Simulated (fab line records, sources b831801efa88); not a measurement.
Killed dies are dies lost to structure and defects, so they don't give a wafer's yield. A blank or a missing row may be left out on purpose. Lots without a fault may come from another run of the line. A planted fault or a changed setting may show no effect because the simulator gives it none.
Which tool did it? | flow gf180mcu | 12 lots, 36 wafers sampled, at 5 steps of a route of 602

WHAT THE GAUGES READ, wafer by wafer
GF_HV_LDD_TW_MEAS_23.
lot  | measured     | on            | HV_LDD_2_TW
L516 | day 11 01:18 | film_metro-04 | 1041 1041 1038
L517 | day 11 01:55 | film_metro-03 | 1054 1057 1059
L518 | day 11 09:20 | film_metro-04 | 1035 1042 1041
L527 | day 14 08:16 | film_metro-02 | 975 978 977
L528 | day 14 14:44 | film_metro-02 | 979 980 976
L529 | day 14 19:15 | film_metro-04 | 1049 1043 1038
L531 | day 15 13:08 | film_metro-04 | 1053 1056 1058
L532 | day 15 16:39 | film_metro-03 | 1067 1070 1065
L534 | day 16 11:22 | film_metro-02 | 1048 1050 1049
L535 | day 16 17:32 | film_metro-04 | 1052 1054 1052
L536 | day 17 00:33 | film_metro-02 | 1055 1057 1058
L539 | day 18 11:35 | film_metro-03 | 1058 1053 1057

GF_HV_LDD_CD_MEAS_31: target cd 400 nm.
lot  | measured     | on        | cd_nm (nm)
L516 | day 11 19:55 | cd_sem-02 | 400.3 400.4 399.8
L517 | day 11 20:36 | cd_sem-02 | 400.4 401.2 401.0
L518 | day 12 04:27 | cd_sem-01 | 401.0 403.9 403.3
L527 | day 15 05:34 | cd_sem-01 | 402.3 401.1 404.6
L528 | day 15 11:49 | cd_sem-02 | 404.0 402.9 405.5
L529 | day 15 16:22 | cd_sem-01 | 398.6 399.6 399.3
L531 | day 16 10:47 | cd_sem-02 | 399.0 401.2 398.7
L532 | day 16 14:16 | cd_sem-02 | 400.1 399.5 403.1
L534 | day 17 07:55 | cd_sem-02 | 396.3 397.1 395.9
L535 | day 17 15:08 | cd_sem-02 | 399.5 402.1 400.1
L536 | day 17 22:35 | cd_sem-02 | 397.1 396.9 395.8
L539 | day 19 10:25 | cd_sem-01 | 399.9 398.9 397.5

GF_HV_LDD_TW_MEAS_38.
lot  | measured     | on            | HV_LDD_3_TW
L516 | day 11 20:45 | film_metro-04 | 1412 1418 1422
L517 | day 11 21:26 | film_metro-02 | 1432 1437 1433
L518 | day 12 05:18 | film_metro-04 | 1425 1421 1428
L527 | day 15 06:24 | film_metro-02 | 1447 1443 1441
L528 | day 15 12:41 | film_metro-03 | 1447 1440 1448
L529 | day 15 17:13 | film_metro-02 | 1439 1449 1450
L531 | day 16 11:38 | film_metro-02 | 1430 1436 1437
L532 | day 16 15:06 | film_metro-04 | 1435 1430 1436
L534 | day 17 08:46 | film_metro-04 | 1437 1445 1440
L535 | day 17 15:58 | film_metro-04 | 1446 1442 1438
L536 | day 17 23:26 | film_metro-02 | 1431 1441 1444
L539 | day 19 11:17 | film_metro-03 | 1447 1443 1444

WHICH TOOL RAN EACH LOT (tool, then ch and the chambers of the sampled wafers, then the start)
lot  | GF_HV_LDD_STRIP_10                   | GF_HV_LDD_IMPLANT_21
L516 | plasma_asher-04 ch 0,1, day 10 06:50 | implanter-01 ch 0, day 11 01:04
L517 | plasma_asher-01 ch 0,1, day 10 07:11 | implanter-01 ch 0, day 11 01:42
L518 | plasma_asher-04 ch 0,1, day 10 14:32 | implanter-02 ch 0, day 11 09:05
L527 | plasma_asher-01 ch 0,1, day 13 11:16 | implanter-01 ch 0, day 14 08:02
L528 | plasma_asher-01 ch 0,1, day 13 16:32 | implanter-01 ch 0, day 14 14:29
L529 | plasma_asher-01 ch 0,1, day 13 21:14 | implanter-03 ch 0, day 14 19:01
L531 | plasma_asher-01 ch 0,1, day 14 15:36 | implanter-03 ch 0, day 15 12:53
L532 | plasma_asher-03 ch 0,1, day 14 18:59 | implanter-03 ch 0, day 15 16:25
L534 | plasma_asher-04 ch 0,1, day 15 13:21 | implanter-03 ch 0, day 16 11:08
L535 | plasma_asher-04 ch 0,1, day 15 19:47 | implanter-02 ch 0, day 16 17:20
L536 | plasma_asher-04 ch 0,1, day 16 03:02 | implanter-02 ch 0, day 17 00:18
L539 | plasma_asher-04 ch 0,1, day 17 11:42 | implanter-03 ch 0, day 18 11:20
- GF_HV_LDD_STRIP_10: strips in O2/N2.
- GF_HV_LDD_IMPLANT_21

WHAT THE TOOLS THEMSELVES READ (means of the sampled wafers that have a number; where no wafer has one, the mark that the record gives instead)
GF_HV_LDD_STRIP_10.
lot  | tool            | drypump_motor_current_A (A) | heater_power_w (W) | n2_flow_sccm (sccm) | o2_flow_sccm (sccm) | oes_product_au (a.u.) | platen_temp_c (C) | strip_time_to_endpoint_s (s)
L516 | plasma_asher-04 | 5.2                         | 294                | 302.0               | 2994                | 0.716                 | 250.07            | 12.65
L517 | plasma_asher-01 | 5.7                         | 330                | 299.5               | 3007                | 0.715                 | 249.94            | 12.67
L518 | plasma_asher-04 | 5.7                         | 282                | 299.8               | 3003                | 0.716                 | 250.10            | 12.69
L527 | plasma_asher-01 | 5.6                         | 338                | 300.2               | 2998                | 0.720                 | 249.93            | 12.65
L528 | plasma_asher-01 | 5.7                         | 328                | 300.6               | 3000                | 0.717                 | 250.04            | 12.69
L529 | plasma_asher-01 | 5.7                         | 327                | 299.8               | 2985                | 0.714                 | 250.04            | 12.64
L531 | plasma_asher-01 | 5.6                         | 342                | 300.8               | 3000                | 0.715                 | 249.98            | 12.64
L532 | plasma_asher-03 | 6.1                         | 320                | 300.1               | 2998                | 0.719                 | 249.88            | 12.67
L534 | plasma_asher-04 | 5.2                         | 284                | 300.0               | 3006                | 0.717                 | 249.89            | 12.72
L535 | plasma_asher-04 | 5.6                         | 287                | 301.4               | 2999                | 0.716                 | 249.92            | 12.68
L536 | plasma_asher-04 | 5.2                         | 288                | 300.5               | 3001                | 0.717                 | 249.92            | 12.70
L539 | plasma_asher-04 | 5.2                         | 292                | 299.3               | 2999                | 0.714                 | 249.93            | 12.63

GF_HV_LDD_IMPLANT_21.
lot  | tool         | beam_on_s (s) | faraday_current_uA
L516 | implanter-01 | 10.00         | 282
L517 | implanter-01 | 9.90          | 285
L518 | implanter-02 | 9.97          | 283
L527 | implanter-01 | 7.67          | 368
L528 | implanter-01 | 7.79          | 362
L529 | implanter-03 | 10.06         | 280
L531 | implanter-03 | 9.92          | 284
L532 | implanter-03 | 9.83          | 287
L534 | implanter-03 | 10.21         | 276
L535 | implanter-02 | 9.93          | 284
L536 | implanter-02 | 9.91          | 285
L539 | implanter-03 | 10.35         | 273

THE ANSWER, worked out from the rows above alone
Rule: what is usual is taken from the lots themselves. Put in order of their means at a reading, lots are off if they are a third of the lots or fewer, leave a main group of 4 or more, and stand apart from it by a gap of 3 or more times the standard deviation of the main group's means; of several such gaps the widest counts. A main group whose means are all the same, to the digits that the tables above print for the reading, isn't used. A lot without any number at a reading at which 4 lots or more have one is off too. The other lots that the step has rows for count as sound. The gauges are gone through in route order, then the tools' own readings, and for those a lot's mean is taken as printed above. The first step at which some lot is off is used, and at that step the reading that is off furthest; a lot without a number counts as furthest.
Off: L527, L528, at GF_HV_LDD_TW_MEAS_23 (HV_LDD_2_TW). The main group: mean 1052, standard deviation 8.3.
A tool fits if, at a process step before that reading, it ran every lot that is off, and no sound lot after the first of them. The gauges at GF_HV_LDD_TW_MEAS_23 aren't tried: what is off there is off at GF_HV_LDD_IMPLANT_21 too, on other tools, and a gauge's error can't cause that. One fits: implanter-01 at GF_HV_LDD_IMPLANT_21. Its last sound lot is L517 (day 11 01:42), its first lot that is off L527 (day 14 08:02): a fault that began between those two fits.
The tool's own readings at GF_HV_LDD_IMPLANT_21 bear it out: on the lots that are off they differ by more than 5 times the standard deviation of the sound lots' means. beam_on_s reads 7.73 s there against 10.01 s on the sound lots; faraday_current_uA reads 365 there against 282 on the sound lots.

WHAT THE SIMULATOR HAD PUT IN
Process parameter drift: implanter-01, from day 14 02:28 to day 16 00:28, at GF_HV_LDD_IMPLANT_21. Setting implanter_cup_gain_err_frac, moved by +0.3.
Lots struck among those shown: L527, L528. The rule above found the same.
